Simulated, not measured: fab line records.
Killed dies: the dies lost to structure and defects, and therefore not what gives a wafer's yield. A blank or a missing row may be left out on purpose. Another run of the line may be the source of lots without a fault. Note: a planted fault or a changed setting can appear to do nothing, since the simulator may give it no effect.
Matching of chambers :: flow sky130 :: rie_diel-02 running SKY_METAL3_ETCH_17: 4 sister chambers
The step etches SiO2 in C4F8/O2/Ar, stops on TiN, time 3.9 s, target depth 15 nm. 16 wafers are shown with their chamber, then 8 later ones without.

## EACH WAFER AND ITS CHAMBER
wafer: L074.2
chamber: 3
oes_product_au (a.u.): 0.760

wafer: L074.3
chamber: 0
oes_product_au (a.u.): 0.746

wafer: L074.6
chamber: 3
oes_product_au (a.u.): 0.768

wafer: L075.1
chamber: 2
oes_product_au (a.u.): 0.750

wafer: L075.4
chamber: 1
oes_product_au (a.u.): 0.753

wafer: L075.6
chamber: 1
oes_product_au (a.u.): 0.757

wafer: L082.2
chamber: 0
oes_product_au (a.u.): 0.763

wafer: L082.3
chamber: 3
oes_product_au (a.u.): 0.750

wafer: L082.5
chamber: 0
oes_product_au (a.u.): 0.754

wafer: L083.1
chamber: 1
oes_product_au (a.u.): 0.745

wafer: L083.3
chamber: 0
oes_product_au (a.u.): 0.766

wafer: L083.5
chamber: 0
oes_product_au (a.u.): 0.756

wafer: L086.1
chamber: 1
oes_product_au (a.u.): 0.755

wafer: L086.4
chamber: 0
oes_product_au (a.u.): 0.742

wafer: L086.6
chamber: 2
oes_product_au (a.u.): 0.746

wafer: L087.3
chamber: 3
oes_product_au (a.u.): 0.750

SIGNATURES, as means of the wafers listed above
reading: oes_product_au
chamber 0: 0.75450
chamber 1: 0.75250
chamber 2: 0.74800
chamber 3: 0.75700
scatter within a chamber: 0.00793
Rule: for a wafer and a chamber, the distance is found by dividing, reading by reading, the gap between the wafer's reading and the chamber's mean by the reading's scatter, squaring, summing and taking the root. If the next closest chamber is less than 2 further off than the closest, the wafer can't be placed; otherwise it belongs to the closest. The scatter is the square root of a quotient: the sum, over the shown wafers, of each reading's squared deviation from its chamber's mean, divided by wafers minus chambers.

## WAFERS WITHOUT THEIR CHAMBER
wafer: L087.5
oes_product_au (a.u.): 0.765

wafer: L087.6
oes_product_au (a.u.): 0.754

wafer: L089.1
oes_product_au (a.u.): 0.755

wafer: L089.2
oes_product_au (a.u.): 0.748

wafer: L089.4
oes_product_au (a.u.): 0.759

wafer: L093.3
oes_product_au (a.u.): 0.744

wafer: L093.4
oes_product_au (a.u.): 0.759

wafer: L093.6
oes_product_au (a.u.): 0.753

## WHICH CHAMBER EACH WENT THROUGH
wafer: L087.5
from the rows above: can't be placed: 3 or 0 or 1 or 2
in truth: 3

wafer: L087.6
from the rows above: can't be placed: 0 or 1 or 3 or 2
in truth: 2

wafer: L089.1
from the rows above: can't be placed: 0 or 3 or 1 or 2
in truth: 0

wafer: L089.2
from the rows above: can't be placed: 2 or 1 or 0 or 3
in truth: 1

wafer: L089.4
from the rows above: can't be placed: 3 or 0 or 1 or 2
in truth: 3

wafer: L093.3
from the rows above: can't be placed: 2 or 1 or 0 or 3
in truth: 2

wafer: L093.4
from the rows above: can't be placed: 3 or 0 or 1 or 2
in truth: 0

wafer: L093.6
from the rows above: can't be placed: 1 or 0 or 3 or 2
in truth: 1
Correctly placed: 0 of 8. Cannot be placed on the basis of these rows: 8; the candidates contain the true chamber in 8. Placed wrongly: 0.
